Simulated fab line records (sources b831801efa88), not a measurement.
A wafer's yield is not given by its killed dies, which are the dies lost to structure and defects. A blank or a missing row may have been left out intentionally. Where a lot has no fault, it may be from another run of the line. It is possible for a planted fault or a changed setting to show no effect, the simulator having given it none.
A lot that was struck, set against a sound lot | flow sky130 | 16 steps out of a route of 708
Sound: the wafers L521.2, L521.4, L521.5. Wafers struck: L533.2, L533.5. The cause is named last.
For every step that has rows: the tool of each side, followed by ch and its chambers, followed by its first start. Under that, the readings that differ: sound wafers | struck wafers | difference of the means | sigmas: that difference in standard deviations of wafers without a fault.
alike: same words and numbers on both sides, and readings whose means sit less than 2 such deviations apart. not compared: any withheld reading, any reading some wafer has no value for, any bound like >300 that may hide the same value, and any number with overlapping values for which the record gives no deviation.
A row with sigmas, a row that says differs or no value, or rows on one side alone: a step with any of these is where the two part. Numbers that have no deviation but don't overlap get no sigmas and don't part them. A reading that every wafer of one side lacks parts them only if that side has two wafers or more.

first, 7 steps without rows for these wafers: SKY_METAL4_HMDS_06 (prime time 60 s); SKY_METAL4_COAT_07 (resist thk 60 nm); SKY_METAL4_COAT_08 (resist thk 1140 nm); SKY_METAL4_SOFTBAKE_09 (time 90 s); SKY_METAL4_EXPOSE_10 (exposes mask MM4, target cd 300 nm); SKY_METAL4_PEB_11; SKY_METAL4_DEVELOP_12 (develop time 60 s).
SKY_METAL4_CD_MEAS_13 targets a cd of 300 nm.
  sound on cd sem-02 at day 43 08:52; struck on cd sem-02 at day 46 09:10
  alike: cd nm
SKY_METAL4_OVL_MEAS_14:
  sound on overlay-01 at day 43 08:58; struck on overlay-02 at day 46 09:16
  alike: METAL4_OVL
SKY_METAL4_DESCUM_15: chemistry O2, time 8 s.
  sound on rie metal-04 ch 0, day 43 09:01; struck on rie metal-03 ch 1, day 46 09:18
  alike: drypump motor current A, oes product au
  not compared: rf hours counter h
SKY_METAL4_ETCH_16: etches BARC in N2/H2, stops on SiO2, time 88.2 s, target depth 60 nm.
  sound on rie metal-04 ch 0, day 43 09:05; struck on rie metal-03 ch 1, day 46 09:20
  alike: drypump motor current A, oes product au, throttle valve pct
  not compared: rf hours counter h
SKY_METAL4_ETCH_17: etches SiO2 in C4F8/O2/Ar, stops on TiN, time 3.9 s, target depth 15 nm.
  sound on rie diel-04 ch 0,1, day 43 09:16; struck on rie diel-03 ch 0,3, day 46 09:26
  alike: oes product au
  not compared: rf hours counter h
SKY_METAL4_METAL_ETCH_18: etches the open film in Cl2/BCl3, stops on SiO2, target depth 845 nm, time 183.1 s.
  sound on rie metal-03 ch 0,1, day 43 09:17; struck on rie metal-01 ch 0, day 46 09:27
  reading                                       | sound             | struck      | difference | sigmas
  oes product au (a.u.)                         | 0.855 0.865 0.874 | 0.783 0.792 | -0.077     | -14
  model.KrF-thick_of_METAL4_COAT_08.thk nm (nm) | 509.2 528.4 531.5 | 709.3 708.3 | +185.8     |
  model.etch.depth nm (nm)                      | 852.4 862.8 870.5 | 725.3 726.2 | -136.1     |
  model.METAL4.feature depth nm (nm)            | 852.4 862.8 870.5 | 725.3 726.2 | -136.1     |
  alike: drypump motor current A, throttle valve pct
  not compared: rf hours counter h
SKY_METAL4_STRIP_19: strips in O2/N2.
  sound on plasma asher-02 ch 0,1, day 43 09:28; struck on plasma asher-01 ch 0, day 46 09:38
  reading                      | sound             | struck      | difference | sigmas
  oes product au (a.u.)        | 0.489 0.507 0.506 | 0.573 0.572 | +0.072     | +10
  strip time to endpoint s (s) | 6.36 6.54 6.58    | 8.33 8.32   | +1.83      | +14
  alike: drypump motor current A
  not compared: rf hours counter h
then, 1 step without rows for these wafers: SKY_METAL4_STRIP_20 (strips in post etch residue remover, time 1200 s).
-- the record jumps here: 3 days lie between the struck wafers' starts before and after (it left off in module METAL4 and takes up again in module PAD_OPEN, whose first step shown is number 708 of the route) --
SKY_PAD_OPEN_PROBE_99:
  only the struck wafers here have rows in the record (prober-02, day 49 19:51); the sound ones have none

== WHERE THEY PART ==
Last at SKY_PAD_OPEN_PROBE_99 as far as this record goes, first at SKY_METAL4_METAL_ETCH_18.

WHY: what had been put in by the simulator
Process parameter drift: rie metal-01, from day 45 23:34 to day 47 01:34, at SKY_METAL4_METAL_ETCH_18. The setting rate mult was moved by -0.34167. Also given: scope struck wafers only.
